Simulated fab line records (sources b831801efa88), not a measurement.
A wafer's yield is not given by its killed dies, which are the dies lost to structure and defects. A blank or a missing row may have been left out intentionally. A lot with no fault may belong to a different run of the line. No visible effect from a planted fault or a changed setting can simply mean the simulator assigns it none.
Lot-split experiment | flow sfq-line | 23 wafers read from 5 lots, route of 325 steps

ON THE SPLIT
At SFQ_TRILAYER_M2_LITHO_COAT_057 (resist thk 600 nm), the setting resist-thk-nm was moved away from the recipe's 600 nm on 6 of the 23 wafers read, by -5.6% to -3.0%. The other wafers ran this setting at the recipe's value.

Reading taken at the split's own step.

THE READING
KrF_of_TRILAYER_M2_LITHO_COAT_057.thk-nm (the simulator's own value, which no gauge read), in nm, at SFQ_TRILAYER_M2_LITHO_COAT_057 (resist thk 600 nm). There is no usual value for it anywhere in the file. The 17 wafers here that ran the recipe average 599.7 nm, standard deviation 1.1 nm.

wafer  | tool, chamber at the split | resist-thk-nm as run, nm | against the recipe | KrF_of_TRILAYER_M2_LITHO_COAT_057.thk-nm, nm | against lot-mates on the recipe
L075.1 | litho-track-01, 0          | 600                      | recipe             | 599.2                                        | -
L075.6 | litho-track-01, 0          | 600                      | recipe             | 599.2                                        | -
L075.5 | litho-track-01, 0          | 600                      | recipe             | 599.6                                        | -
L080.1 | litho-track-01, 0          | 582.2                    | -3.0%              | 581.6                                        | -17.9
L080.2 | litho-track-01, 0          | 600                      | recipe             | 600.5                                        | -
L080.3 | litho-track-01, 0          | 600                      | recipe             | 600.2                                        | -
L080.4 | litho-track-01, 0          | 600                      | recipe             | 597.8                                        | -
L080.5 | litho-track-01, 0          | 582.2                    | -3.0%              | 582.5                                        | -17.0
L081.2 | litho-track-03, 0          | 600                      | recipe             | 600.5                                        | -
L081.3 | litho-track-03, 0          | 600                      | recipe             | 600.3                                        | -
L081.4 | litho-track-03, 0          | 600                      | recipe             | 597.5                                        | -
L081.5 | litho-track-03, 0          | 600                      | recipe             | 600.1                                        | -
L081.6 | litho-track-03, 0          | 600                      | recipe             | 598.2                                        | -
L083.2 | litho-track-01, 0          | 581.1                    | -3.1%              | 579.7                                        | -20.4
L083.3 | litho-track-01, 0          | 581.1                    | -3.1%              | 579.8                                        | -20.3
L083.4 | litho-track-01, 0          | 600                      | recipe             | 600.3                                        | -
L083.6 | litho-track-01, 0          | 600                      | recipe             | 600.3                                        | -
L083.5 | litho-track-01, 0          | 600                      | recipe             | 599.6                                        | -
L085.1 | litho-track-03, 0          | 566.2                    | -5.6%              | 567.5                                        | -33.2
L085.2 | litho-track-03, 0          | 600                      | recipe             | 601.5                                        | -
L085.4 | litho-track-03, 0          | 600                      | recipe             | 599.5                                        | -
L085.5 | litho-track-03, 0          | 566.2                    | -5.6%              | 570.1                                        | -30.6
L085.6 | litho-track-03, 0          | 600                      | recipe             | 601.2                                        | -

THE FIT
A straight line over all 23 wafers: KrF_of_TRILAYER_M2_LITHO_COAT_057.thk-nm changes by +5.71 nm for each +1% of resist-thk-nm; r = +0.99; the points scatter about the line by 1.3 nm.
The same after taking each lot's own level away (the mean of its wafers on the recipe; 23 wafers): +5.84 nm for each +1%; r = +0.99; scatter 1.1 nm.
According to that fit, moving resist-thk-nm by its largest amount changes the reading by 33 nm.
From 599.32 to 600.73 nm: that is the span of the lots' own levels, equal to 1.3 times the standard deviation above.
Consequently the slope shifts little with the lot-to-lot level, the two slopes agreeing.
Check: for one of the wafers moved furthest among these (-5.6%), held out of the fit, the line's prediction against its lot-mates is -32.9 nm. It came out at -33.2 nm against them.

THESE WAFERS: OTHER SPLITS
Before the reading, these wafers also passed through other splits. Each is held against what the fit with the lots' levels taken away leaves over:
other split on the same wafers                   | wafers away from the commonest value | r with KrF_of_TRILAYER_M2_LITHO_COAT_057.thk-nm (lot level and that fit taken away)
SFQ_TRILAYER_L0_DEP_SPUTTER_003 power-w          | 5                                    | +0.03
SFQ_TRILAYER_L0_LITHO_COAT_005 spin-rpm          | 5                                    | +0.03
SFQ_TRILAYER_L0_VIA_LITHO_COAT_018 resist-thk-nm | 4                                    | +0.00
SFQ_TRILAYER_M0_DEP_SPUTTER_019 time-s           | 11                                   | +0.25
SFQ_TRILAYER_M0_ETCH_METAL_ETCH_024 icp-w        | 7                                    | +0.37
SFQ_TRILAYER_I0_VIA_LITHO_COAT_036 resist-thk-nm | 11                                   | -0.34
SFQ_TRILAYER_M1_LITHO_COAT_039 spin-rpm          | 4                                    | +0.35
SFQ_TRILAYER_M1_BARC_OPEN_METAL_ETCH_054 icp-w   | 7                                    | +0.40
SFQ_TRILAYER_I1_VIA_LITHO_COAT_049 spin-rpm      | 6                                    | +0.32

THE FILE'S OWN FIT
KrF_of_TRILAYER_M2_LITHO_COAT_057.thk-nm changes by +5.86 nm for each +1% of resist-thk-nm, r = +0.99.
